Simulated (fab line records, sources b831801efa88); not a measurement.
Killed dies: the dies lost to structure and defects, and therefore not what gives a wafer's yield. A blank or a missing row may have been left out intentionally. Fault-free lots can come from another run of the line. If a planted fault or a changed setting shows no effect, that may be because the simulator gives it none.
A lot that was struck, set against a sound lot || flow sky130 || 42 out of 708 route steps
Sound: wafers L446.1, L446.3, L446.5. Wafers L434.1, L434.2, L434.3 were the ones struck. The cause is named last.
Per side, at each step with rows, come the tool, then ch with its chambers, and then its first start. Under that, the readings that differ: sound wafers || struck wafers || difference of the means || sigmas: that difference in standard deviations of wafers without a fault.
alike: same words and numbers on both sides, and readings whose means sit less than 2 such deviations apart. not compared: any withheld reading, any reading some wafer has no value for, any bound like >300 that may hide the same value, and any number with overlapping values for which the record gives no deviation.
A row with sigmas, a row that says differs or no value, or rows on one side alone: a step with any of these is where the two part. Non-overlapping numbers with no deviation appear without sigmas and do not part them. A reading that every wafer of one side lacks parts them only if that side has two wafers or more.

first, 1 step without rows for these wafers: SKY_POLY_CUT_ETCH_10 (etches BARC in N2/H2, stops on SiO2, time 45.9 s, target depth 60 nm).
SKY_POLY_CUT_ETCH_11: etches Si3N4 in CF4/CH2F2/Ar, stops on poly-Si, time 42.5 s, target depth 60 nm.
  sound on rieDiel-01 ch 1,3, day 31 20:49; struck on rieDiel-02 ch 0,1,2, day 27 15:55
  alike: drypumpMotorCurrentA, oesProductAu, throttleValvePct
  not compared: rfHoursCounterH
SKY_POLY_CUT_STRIP_12: strips in O2/N2.
  sound on plasmaAsher-01 ch 1, day 31 20:52; struck on plasmaAsher-04 ch 0,1, day 27 15:57
  alike: drypumpMotorCurrentA, oesProductAu, stripTimeToEndpointS
  not compared: rfHoursCounterH
then, 7 steps without rows for these wafers: SKY_SD_P_DEHYDRATE_00 (time 60 s); SKY_SD_P_HMDS_01 (prime time 60 s); SKY_SD_P_COAT_02 (resist thk 1140 nm); SKY_SD_P_SOFTBAKE_03 (time 60 s); SKY_SD_P_EXPOSE_04 (exposes mask PSDM, target cd 380 nm); SKY_SD_P_PEB_05; SKY_SD_P_DEVELOP_06 (develop time 58.02 s).
SKY_SD_P_CD_MEAS_07 targets a cd of 380 nm.
  sound: cdSem-02 at day 32 23:34; struck: cdSem-01 at day 28 20:05
  alike: cdNm
SKY_SD_P_OVL_MEAS_08:
  sound: overlay-02 at day 32 23:41; struck: overlay-02 at day 28 20:12
{"reading": "SD_P_OVL (nm)", "sound": "-2.4 -2.1 -1.8", "struck": "1.4 1.6 -0.1", "difference": "+3.1", "sigmas": "+2"}
SKY_SD_P_IMPLANT_09:
  sound on implanter-02 ch 0, day 32 23:44; struck on implanter-03 ch 0, day 28 20:14
  alike: beamEnergyKeV, beamOnS
then, 1 step without rows for these wafers: SKY_SD_P_STRIP_10 (strips in O2/N2).
SKY_SD_P_TW_MEAS_11:
  sound: filmMetro-04 at day 32 23:59; struck: filmMetro-03 at day 28 20:29
  alike: SD_P_TW
then, 8 steps without rows for these wafers: SKY_RES_XHIGH_DEHYDRATE_00 (time 60 s); SKY_RES_XHIGH_HMDS_01 (prime time 60 s); SKY_RES_XHIGH_COAT_02 (resist thk 1140 nm); SKY_RES_XHIGH_SOFTBAKE_03 (time 60 s); SKY_RES_XHIGH_EXPOSE_04 (exposes mask URPM, target cd 1270 nm); SKY_RES_XHIGH_PEB_05; SKY_RES_XHIGH_DEVELOP_06 (develop time 60 s); SKY_RES_XHIGH_IMPLANT_07.
SKY_RES_XHIGH_STRIP_08: strips in O2/N2.
  sound on plasmaAsher-02 ch 0,1, day 34 02:42; struck on plasmaAsher-03 ch 0,1, day 30 01:34
  alike: drypumpMotorCurrentA, oesProductAu, stripTimeToEndpointS
  not compared: rfHoursCounterH
SKY_RES_XHIGH_TW_MEAS_09:
  sound: filmMetro-03 at day 34 02:48; struck: filmMetro-04 at day 30 01:40
{"reading": "RES_XHIGH_TW", "sound": "1672 1670 1663", "struck": "1625 1621 1622", "difference": -46, "sigmas": -3}
then, 7 steps without rows for these wafers: SKY_SD_N_DEHYDRATE_00 (time 60 s); SKY_SD_N_HMDS_01 (prime time 60 s); SKY_SD_N_COAT_02 (resist thk 1140 nm); SKY_SD_N_SOFTBAKE_03 (time 60 s); SKY_SD_N_EXPOSE_04 (exposes mask NSDM, target cd 380 nm); SKY_SD_N_PEB_05; SKY_SD_N_DEVELOP_06 (develop time 60 s).
SKY_SD_N_CD_MEAS_07 targets a cd of 380 nm.
  sound: cdSem-02 at day 35 05:06; struck: cdSem-02 at day 31 04:16
  alike: cdNm
SKY_SD_N_OVL_MEAS_08:
  sound: overlay-01 at day 35 05:13; struck: overlay-01 at day 31 04:23
  alike: SD_N_OVL
then, 2 steps without rows for these wafers: SKY_SD_N_IMPLANT_09; SKY_SD_N_IMPLANT_10.
SKY_SD_N_STRIP_11: strips in O2/N2.
  sound on plasmaAsher-01 ch 0,1, day 35 05:33; struck on plasmaAsher-02 ch 0,1, day 31 04:43
  alike: drypumpMotorCurrentA, oesProductAu, stripTimeToEndpointS
  not compared: rfHoursCounterH
SKY_SD_N_TW_MEAS_12:
  sound: filmMetro-02 at day 35 05:39; struck: filmMetro-04 at day 31 04:49
  alike: SD_N_TW
then, 1 step without rows for these wafers: SKY_SD_N_CLEAN_13 (cleans in SC1/SC2, time 150 s).
SKY_SD_N_RTA_14: time 2 s.
  sound on rtpAnneal-01 ch 0, day 35 05:46; struck on rtpAnneal-02 ch 0, day 31 04:56
  alike: lampPowerPct, wafer_temp_C_max
SKY_SD_N_RS_MEAS_16: measurement is done with a four-point probe.
  sound: filmMetro-04 at day 35 05:56; struck: filmMetro-03 at day 31 05:06
  alike: SD_N_RS
-- the record jumps here: 17 days lie between the struck wafers' starts before and after (it left off in module SD_N and takes up again in module PAD_OPEN, whose first step shown is number 708 of the route) --
SKY_PAD_OPEN_PROBE_99:
  sound: prober-01 at day 50 22:17; struck: prober-01 at day 48 07:37
{"reading": "model.etest.resHighPo.rsOhmSqRange", "sound": "13.03 12.72 14.41", "struck": "29.04 28.03 30.96", "difference": "+15.96", "sigmas": ""}
{"reading": "model.etest.resPdiff.rsOhmSqRange", "sound": "8.706 8.001 7.878", "struck": "11.09 10.27 14.24", "difference": "+3.67", "sigmas": ""}
  alike: killed_at_M0_to_M3, killed_at_M4_up, killedAtContacts, killedAtFrontEnd, killedAtOther, killedDies, killedOpen, killedShort

## WHERE THEY PART
At SKY_SD_P_OVL_MEAS_08 first; at SKY_RES_XHIGH_TW_MEAS_09 last (within this record only). Later steps at which nothing parts them and some readings are alike: SKY_SD_N_CD_MEAS_07, SKY_SD_N_OVL_MEAS_08, SKY_SD_N_STRIP_11, SKY_SD_N_TW_MEAS_12, SKY_SD_N_RTA_14, SKY_SD_N_RS_MEAS_16, SKY_PAD_OPEN_PROBE_99.

WHY: what had been put in by the simulator
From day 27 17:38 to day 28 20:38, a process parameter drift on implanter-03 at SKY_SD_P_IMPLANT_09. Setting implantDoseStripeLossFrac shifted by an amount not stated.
